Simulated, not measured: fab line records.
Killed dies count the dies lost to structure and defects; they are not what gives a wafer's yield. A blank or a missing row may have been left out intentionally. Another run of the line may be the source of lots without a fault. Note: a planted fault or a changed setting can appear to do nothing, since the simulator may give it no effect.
Which tool did it? | flow sky130 | 15 lots with 45 wafers sampled at 2 steps, on a route of 708 steps

== WHAT EACH GAUGE READ, for each wafer ==
SKY_CONTACT_OVL_MEAS_15.
lot  | measured     | on         | CONTACT_OVL (nm)
L369 | day 31 13:30 | overlay-02 | -12 -8 -7
L371 | day 31 21:19 | overlay-01 | 10 9 2
L372 | day 32 07:31 | overlay-01 | 2 -3 0
L373 | day 32 14:54 | overlay-01 | 4 1 -3
L379 | day 35 08:22 | overlay-01 | - - -
L378 | day 35 09:31 | overlay-01 | - - -
L381 | day 35 14:49 | overlay-02 | - - -
L382 | day 36 04:58 | overlay-01 | 1 1 -1
L384 | day 37 01:34 | overlay-01 | 1 0 1
L386 | day 37 05:28 | overlay-02 | -1 2 -1
L387 | day 37 08:12 | overlay-01 | -2 -2 -3
L388 | day 37 12:37 | overlay-01 | -1 -2 -1
L389 | day 37 19:28 | overlay-02 | -8 2 -5
L391 | day 38 12:32 | overlay-02 | -2 -5 -6
L392 | day 38 19:28 | overlay-02 | -5 -6 -2

== EACH LOT AND THE TOOL THAT RAN IT (in order: tool; ch and the chambers of the sampled wafers; start) ==
lot  | SKY_CONTACT_DEVELOP_13
L369 | lithoTrack-01 ch 0, day 31 13:00
L371 | lithoTrack-03 ch 0, day 31 21:00
L372 | lithoTrack-03 ch 0, day 32 07:00
L373 | lithoTrack-03 ch 0, day 32 14:00
L379 | lithoTrack-01, day 35 08:00
L378 | lithoTrack-03, day 35 09:00
L381 | lithoTrack-03, day 35 14:00
L382 | lithoTrack-03 ch 0, day 36 04:00
L384 | lithoTrack-03 ch 0, day 37 01:00
L386 | lithoTrack-01 ch 0, day 37 05:00
L387 | lithoTrack-01 ch 0, day 37 07:00
L388 | lithoTrack-03 ch 0, day 37 12:00
L389 | lithoTrack-03 ch 0, day 37 19:00
L391 | lithoTrack-03 ch 0, day 38 12:00
L392 | lithoTrack-01 ch 0, day 38 19:00
- SKY_CONTACT_DEVELOP_13: develop time 60 s.

== AS READ BY THE TOOLS THEMSELVES (means over the sampled wafers that have a number; for cases with no such wafer, the mark the record gives instead) ==
SKY_CONTACT_DEVELOP_13.
lot  | tool          | chillPlateTempC (C) | developerTempC (C) | resistLineTempC (C)
L369 | lithoTrack-01 | 23.00               | 21.03              | 23.05
L371 | lithoTrack-03 | 22.95               | 20.91              | 23.01
L372 | lithoTrack-03 | 23.00               | 21.10              | 22.97
L373 | lithoTrack-03 | 22.97               | 21.00              | 23.01
L379 | lithoTrack-01 | -                   | -                  | -
L378 | lithoTrack-03 | -                   | -                  | -
L381 | lithoTrack-03 | -                   | -                  | -
L382 | lithoTrack-03 | 23.16               | 21.04              | 22.97
L384 | lithoTrack-03 | 23.01               | 20.89              | 22.95
L386 | lithoTrack-01 | 23.04               | 21.13              | 23.13
L387 | lithoTrack-01 | 22.92               | 20.94              | 23.05
L388 | lithoTrack-03 | 23.10               | 21.02              | 22.98
L389 | lithoTrack-03 | 22.98               | 21.03              | 22.93
L391 | lithoTrack-03 | 22.93               | 20.93              | 23.03
L392 | lithoTrack-01 | 23.10               | 21.03              | 22.95

== THE ANSWER, worked out from the rows above alone ==
Rule: the usual values come from the lots themselves. The widest of any qualifying gaps counts: lots, ordered by their means at a reading, are off when they make up no more than a third of the lots, leave a main group of 4 or more, and stand apart from it by 3 or more times the standard deviation of that group's means. A main group whose means are all the same, to the digits that the tables above print for the reading, isn't used. A lot without any number at a reading at which 4 lots or more have one is off too. All remaining lots with rows at the step are treated as sound. Order of review: gauges by route order, followed by the tools' own readings, for which a lot's mean as printed above is used. The first step at which some lot is off is used, and at that step the reading that is off furthest; a lot without a number counts as furthest.
Off: at SKY_CONTACT_OVL_MEAS_15 (CONTACT_OVL), L379, L378, L381. Without a number there: L379, L378, L381. The main group has a mean of -1 nm with a standard deviation of 3.7.
A tool fits if, at a process step before that reading, it ran every lot that is off, and no sound lot after the first of them. Not tried: the gauges at SKY_CONTACT_OVL_MEAS_15; whatever is off there is also off at SKY_CONTACT_DEVELOP_13, on other tools, and gauge error can't account for it. None of those tried fits.

== WHAT WAS PUT IN BY THE SIMULATOR ==
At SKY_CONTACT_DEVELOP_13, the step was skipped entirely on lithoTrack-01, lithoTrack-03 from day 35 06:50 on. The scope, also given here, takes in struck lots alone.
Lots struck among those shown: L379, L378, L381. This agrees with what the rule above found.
